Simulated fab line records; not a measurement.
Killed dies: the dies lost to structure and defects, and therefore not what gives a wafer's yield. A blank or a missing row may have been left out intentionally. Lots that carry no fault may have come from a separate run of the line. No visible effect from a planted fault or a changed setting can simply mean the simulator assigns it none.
fab line records	flow gf180mcu
record lots=7	wafers=21	last_day=34
route steps=602 shown M3@410
lots with no fault: from the same line, run without faults
start_h: start of the lot's first displayed wafer, in hours after the record's first day	wait_h: hours elapsed since this lot's preceding step	" same as the row above	L1.1+2: a row that stands for several wafers	- no value present, or no start provided	* or withheld: withheld	< > ~ a bound
route shown NAME@n: names a module that has steps shown in the file, with the first one's number in the route	usual: mean and standard deviation over wafers with no fault	same: alike in all rows	chamber/n: place in a boat	sites: the reading at each site	_std_site: standard deviation across them	_edge_site: the outer-site mean with the inner-site mean subtracted	radius_mm: how far each site lies from the wafer's centre	mask NAME#n: copy n	behind: the tool/chamber that last shaped the wafer	hold: why the lot went on hold/how many hours it stayed there/how the hold came to an end	device: the transistor (n, p or np) that didn't switch	end of line: the same wafers' tests at the end of the route	where a step has no rows: the recipe by itself	killed: the dies lost at the first sort to structure and to defects; this is not the yield of the wafer	map: shows each die of a wafer: x if killed, . if not, _ if none is there
set.NAME: the setting the step ran with; set.NAME@STEP: the setting that earlier step ran with	model.NAME: the simulator's own value behind a step, which no gauge read
lots at selected steps of the route; one table per step, one row per wafer
services: a tool's chamber out of use, with start hour (start_h, from the record's first day; less than 0 if before it), hours out, and reason
## steps
# step GF_M3_SPUTTER_01
# recipe material=TiN	target_thk_nm=30	power_w=6500	time_s=25	chamber_pressure_pa=0.4
# usual throttle_valve_pct=30.0/1
lot.wafer	tool	chamber	start_h	wait_h	throttle_valve_pct
L694.3	pvd_sputter-01	-	472.07	0.1	30.5
L694.5	"	-	"	"	30.7
L694.6	"	-	"	"	28.6
L709.2	pvd_sputter-02	-	593.96	0.1	33.0
L709.3	"	-	"	"	30.0
L709.4	"	-	"	"	31.4
L710.1	pvd_sputter-01	-	602.50	0.1	30.2
L710.3	"	-	"	"	31.0
L710.4	"	-	"	"	28.6
L711.2	pvd_sputter-03	-	616.46	0.1	30.4
L711.5	"	-	"	"	30.4
L711.6	"	-	"	"	29.9
L715.1	pvd_sputter-03	-	643.00	0.1	29.1
L715.2	"	-	"	"	28.9
L715.3	"	-	"	"	29.8
L716.1	pvd_sputter-03	-	645.20	0.1	29.3
L716.3	"	-	"	"	28.9
L716.4	"	-	"	"	30.3
L717.4	pvd_sputter-02	-	654.71	0.1	28.5
L717.5	"	-	"	"	30.9
L717.6	"	-	"	"	28.3
# step GF_M3_SPUTTER_02
# recipe material=AlCu	target_thk_nm=450	power_w=10600	time_s=23.9	chamber_pressure_pa=0.4
# usual throttle_valve_pct=30.0/1.1
lot.wafer	tool	chamber	start_h	wait_h	throttle_valve_pct
L694.3	pvd_sputter-01	-	472.10	0.0	30.5
L694.5	"	-	"	"	30.6
L694.6	"	-	"	"	28.5
L709.2	pvd_sputter-02	-	593.99	0.0	32.2
L709.3	"	-	"	"	30.2
L709.4	"	-	"	"	31.3
L710.1	pvd_sputter-01	-	602.53	0.0	29.8
L710.3	"	-	"	"	31.0
L710.4	"	-	"	"	28.7
L711.2	pvd_sputter-03	-	616.49	0.0	30.3
L711.5	"	-	"	"	30.0
L711.6	"	-	"	"	30.1
L715.1	pvd_sputter-03	-	643.03	0.0	29.4
L715.2	"	-	"	"	28.9
L715.3	"	-	"	"	30.0
L716.1	pvd_sputter-03	-	645.23	0.0	29.2
L716.3	"	-	"	"	29.1
L716.4	"	-	"	"	30.5
L717.4	pvd_sputter-02	-	654.74	0.0	28.5
L717.5	"	-	"	"	31.2
L717.6	"	-	"	"	28.3
# step GF_M3_SPUTTER_03
# recipe material=Ti	target_thk_nm=10	substrate_temp_c=300	chamber_pressure_pa=0.3	power_w=3000	time_s=6.7
# usual throttle_valve_pct=29.9/1
lot.wafer	tool	chamber	start_h	wait_h	throttle_valve_pct
L694.3	pvd_sputter-01	-	472.13	0.0	30.3
L694.5	"	-	"	"	30.8
L694.6	"	-	"	"	28.7
L709.2	pvd_sputter-02	-	594.02	0.0	32.3
L709.3	"	-	"	"	30.1
L709.4	"	-	"	"	31.0
L710.1	pvd_sputter-01	-	602.56	0.0	30.0
L710.3	"	-	"	"	31.1
L710.4	"	-	"	"	28.8
L711.2	pvd_sputter-03	-	616.52	0.0	30.5
L711.5	"	-	"	"	30.5
L711.6	"	-	"	"	29.8
L715.1	pvd_sputter-03	-	643.06	0.0	29.5
L715.2	"	-	"	"	28.8
L715.3	"	-	"	"	30.2
L716.1	pvd_sputter-03	-	645.26	0.0	29.3
L716.3	"	-	"	"	29.0
L716.4	"	-	"	"	30.4
L717.4	pvd_sputter-02	-	654.77	0.0	28.2
L717.5	"	-	"	"	30.9
L717.6	"	-	"	"	28.5
# step GF_M3_SPUTTER_04
# recipe material=TiN	target_thk_nm=50	power_w=6500	time_s=41.7	chamber_pressure_pa=0.4
# usual throttle_valve_pct=30.0/1
lot.wafer	tool	chamber	start_h	wait_h	throttle_valve_pct
L694.3	pvd_sputter-01	-	472.15	0.0	30.6
L694.5	"	-	"	"	30.5
L694.6	"	-	"	"	28.6
L709.2	pvd_sputter-02	-	594.04	0.0	32.6
L709.3	"	-	"	"	30.2
L709.4	"	-	"	"	31.0
L710.1	pvd_sputter-01	-	602.58	0.0	30.0
L710.3	"	-	"	"	30.8
L710.4	"	-	"	"	28.5
L711.2	pvd_sputter-03	-	616.54	0.0	30.2
L711.5	"	-	"	"	30.4
L711.6	"	-	"	"	30.1
L715.1	pvd_sputter-03	-	643.08	0.0	29.3
L715.2	"	-	"	"	28.8
L715.3	"	-	"	"	29.9
L716.1	pvd_sputter-03	-	645.28	0.0	29.3
L716.3	"	-	"	"	28.8
L716.4	"	-	"	"	30.5
L717.4	pvd_sputter-02	-	654.79	0.0	28.4
L717.5	"	-	"	"	31.0
L717.6	"	-	"	"	28.7
# step GF_M3_RS_MEAS_05
# recipe thk_meas_gauge=four-point-probe	reads=TiN_of_M3_SPUTTER_04+Ti_of_M3_SPUTTER_03+AlCu_of_M3_SPUTTER_02+TiN_of_M3_SPUTTER_01+Ti_of_M3_SPUTTER_00
# usual M3_ALCU_RS=0.0699/0.00082
lot.wafer	tool	chamber	start_h	wait_h	M3_ALCU_RS[ohm/sq]
L694.3	film_metro-04	-	472.23	0.1	0.0704
L694.5	"	-	"	"	0.0703
L694.6	"	-	"	"	0.0691
L709.2	film_metro-03	-	594.10	0.0	0.0703
L709.3	"	-	"	"	0.0710
L709.4	"	-	"	"	0.0711
L710.1	film_metro-02	-	602.62	0.0	0.0685
L710.3	"	-	"	"	0.0692
L710.4	"	-	"	"	0.0694
L711.2	film_metro-03	-	616.60	0.0	0.0695
L711.5	"	-	"	"	0.0695
L711.6	"	-	"	"	0.0711
L715.1	film_metro-03	-	643.12	0.0	0.0716
L715.2	"	-	"	"	0.0704
L715.3	"	-	"	"	0.0717
L716.1	film_metro-03	-	645.32	0.0	0.0699
L716.3	"	-	"	"	0.0689
L716.4	"	-	"	"	0.0690
L717.4	film_metro-03	-	654.89	0.1	0.0703
L717.5	"	-	"	"	0.0708
L717.6	"	-	"	"	0.0694
# step GF_M3_THK_MEAS_06
# recipe thk_meas_gauge=xrf	reads=AlCu_of_M3_SPUTTER_02
# usual M3_ALCU_THK=451/5.2
lot.wafer	tool	chamber	start_h	wait_h	M3_ALCU_THK[nm]
L694.3	film_metro-04	-	472.33	0.1	451
L694.5	"	-	"	"	449
L694.6	"	-	"	"	457
L709.2	film_metro-03	-	594.21	0.1	452
L709.3	"	-	"	"	445
L709.4	"	-	"	"	444
L710.1	film_metro-02	-	602.74	0.1	459
L710.3	"	-	"	"	455
L710.4	"	-	"	"	452
L711.2	film_metro-03	-	616.71	0.1	459
L711.5	"	-	"	"	455
L711.6	"	-	"	"	446
L715.1	film_metro-03	-	643.24	0.1	441
L715.2	"	-	"	"	447
L715.3	"	-	"	"	442
L716.1	film_metro-03	-	645.44	0.1	447
L716.3	"	-	"	"	455
L716.4	"	-	"	"	458
L717.4	film_metro-03	-	654.98	0.1	450
L717.5	"	-	"	"	443
L717.6	"	-	"	"	457
# step GF_M3_DEHYDRATE_07
# recipe temp_c=200	time_s=60
# step GF_M3_HMDS_08
# recipe prime_time_s=60	prime_temp_c=120
# step GF_M3_COAT_09
# recipe resist=KrF	spin_rpm=withheld	resist_thk_nm=1000
# step GF_M3_SOFTBAKE_10
# recipe temp_c=130	time_s=62.45	resist=KrF
# usual plate_sensor_t_centre_C=131.02/0.01	plate_sensor_t_edge_C=131.21/0.0092
lot.wafer	tool	chamber	start_h	wait_h	plate_sensor_t_centre_C	plate_sensor_t_edge_C
L694.3	litho_track-01	0	484.19	0.1	131.01	131.21
L694.5	"	0	"	"	131.03	131.19
L694.6	"	0	"	"	131.01	131.22
L709.2	litho_track-02	0	604.85	0.1	131	131.22
L709.3	"	0	"	"	131.01	131.2
L709.4	"	0	"	"	131	131.21
L710.1	litho_track-02	0	613.02	0.1	131.01	131.21
L710.3	"	0	"	"	131.01	131.2
L710.4	"	0	"	"	131.01	131.21
L711.2	litho_track-01	0	626.41	0.1	131.03	131.22
L711.5	"	0	"	"	131.01	131.22
L711.6	"	0	"	"	131.03	131.21
L715.1	litho_track-03	0	652.75	0.1	131.01	131.21
L715.2	"	0	"	"	131.01	131.21
L715.3	"	0	"	"	131.02	131.22
L716.1	litho_track-03	0	655.25	0.1	131.03	131.2
L716.3	"	0	"	"	131.01	131.22
L716.4	"	0	"	"	131.01	131.21
L717.4	litho_track-02	0	664.35	0.1	131.02	131.21
L717.5	"	0	"	"	131	131.22
L717.6	"	0	"	"	131	131.21
# step GF_M3_EXPOSE_11
# recipe mask_id=Metal3	target_cd_nm=280	na=0.68	source_shape=conventional	sigma_outer=0.6	dose_mj=28
# step GF_M3_PEB_12
# recipe peb_temp_c=135	peb_time_s=90	resist=KrF
# step GF_M3_DEVELOP_13
# recipe develop_time_s=60	dev_temp_c=21
# usual chill_plate_temp_C=23.02/0.1	develop_time_s=60/0
lot.wafer	tool	chamber	start_h	wait_h	chill_plate_temp_C	develop_time_s	model.KrF_of_M3_COAT_09.thk_nm
L694.3	litho_track-02	0	496.12	0.1	23.02	60	987
L694.5	"	0	"	"	22.94	60	983.5
L694.6	"	0	"	"	23.06	60	984.1
L709.2	litho_track-03	-	615.08	0.2	-	-	1002
L709.3	"	-	"	"	-	-	1001
L709.4	"	-	"	"	-	-	1004
L710.1	litho_track-01	-	623.69	0.2	-	-	998.4
L710.3	"	-	"	"	-	-	999.5
L710.4	"	-	"	"	-	-	1001
L711.2	litho_track-01	-	636.36	0.2	-	-	1001
L711.5	"	-	"	"	-	-	1001
L711.6	"	-	"	"	-	-	1003
L715.1	litho_track-03	0	662.80	0.2	23.05	60	984.1
L715.2	"	0	"	"	22.92	60	984.4
L715.3	"	0	"	"	23.00	60	986.1
L716.1	litho_track-01	0	665.04	0.2	22.93	60	981.9
L716.3	"	0	"	"	22.98	60	984.5
L716.4	"	0	"	"	23.02	60	986.1
L717.4	litho_track-02	0	673.45	0.1	23.14	60	988.2
L717.5	"	0	"	"	23.11	60	987.7
L717.6	"	0	"	"	23.02	60	988.9
# step GF_M3_CD_MEAS_14
# recipe target_cd_nm=280
# usual cd_nm=279.8/1.1
lot.wafer	tool	chamber	start_h	wait_h	cd_nm
L694.3	cd_sem-01	-	496.26	0.1	279.6
L694.5	"	-	"	"	279.2
L694.6	"	-	"	"	278.5
L709.2	cd_sem-02	-	615.22	0.1	-
L709.3	"	-	"	"	-
L709.4	"	-	"	"	-
L710.1	cd_sem-02	-	623.84	0.1	-
L710.3	"	-	"	"	-
L710.4	"	-	"	"	-
L711.2	cd_sem-02	-	636.51	0.1	-
L711.5	"	-	"	"	-
L711.6	"	-	"	"	-
L715.1	cd_sem-01	-	662.95	0.1	279.3
L715.2	"	-	"	"	279.5
L715.3	"	-	"	"	280.0
L716.1	cd_sem-01	-	665.19	0.1	282.2
L716.3	"	-	"	"	281.2
L716.4	"	-	"	"	281.2
L717.4	cd_sem-01	-	673.58	0.1	281.4
L717.5	"	-	"	"	280.4
L717.6	"	-	"	"	281.2
## services
tool	chamber	start_h	hours	kind
pvd_sputter-03	-	473.95	0.7	repair
pvd_sputter-03	-	527.55	2.9	repair
pvd_sputter-02	-	538.49	8.1	repair
pvd_sputter-01	3	548.92	-	consumable_replace:kit
pvd_sputter-01	3	548.92	18.0	scheduled_down
pvd_sputter-01	3	548.92	18.0	vent_cycle
pvd_sputter-01	-	554.01	1.5	repair
pvd_sputter-02	1	565.73	-	consumable_replace:kit
pvd_sputter-02	1	565.73	18.0	scheduled_down
pvd_sputter-02	1	565.73	18.0	vent_cycle
pvd_sputter-02	-	591.09	1.5	repair
pvd_sputter-02	-	626.30	7.5	repair
pvd_sputter-02	-	643.61	5.7	repair
pvd_sputter-01	2	673.05	-	consumable_replace:kit
pvd_sputter-01	2	673.05	18.0	scheduled_down
pvd_sputter-01	2	673.05	18.0	vent_cycle
## key
first_sign step=GF_M3_DEVELOP_13	reading=tool_record	direction=missing
effect none on later readings
model_effect step=GF_M3_DEVELOP_13	value=KrF_of_M3_COAT_09.thk_nm	without=986.2	struck=1001
met_at GF_M3_DEVELOP_13
struck_wafers L709.2,L709.3,L709.4,L710.1,L710.3,L710.4,L711.2,L711.5,L711.6
later_rows_left_out L709.2,L709.3,L709.4,L710.1,L710.3,L710.4,L711.2,L711.5,L711.6
sort_left_out L709.2,L709.3,L709.4,L710.1,L710.3,L710.4,L711.2,L711.5,L711.6
fault kind=skipped_step_whole	tool=litho_track-01,litho_track-03	chamber=-	onset_h=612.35	steps=GF_M3_DEVELOP_13	scope=struck_lots_only
# sort_left_out: the simulated sort isn't trusted on such a fault, so these wafers' sort isn't shown, and their yield isn't known
# later_rows_left_out: the simulator's readings of these wafers behind a module that went badly wrong aren't trusted and aren't shown, but for the sort
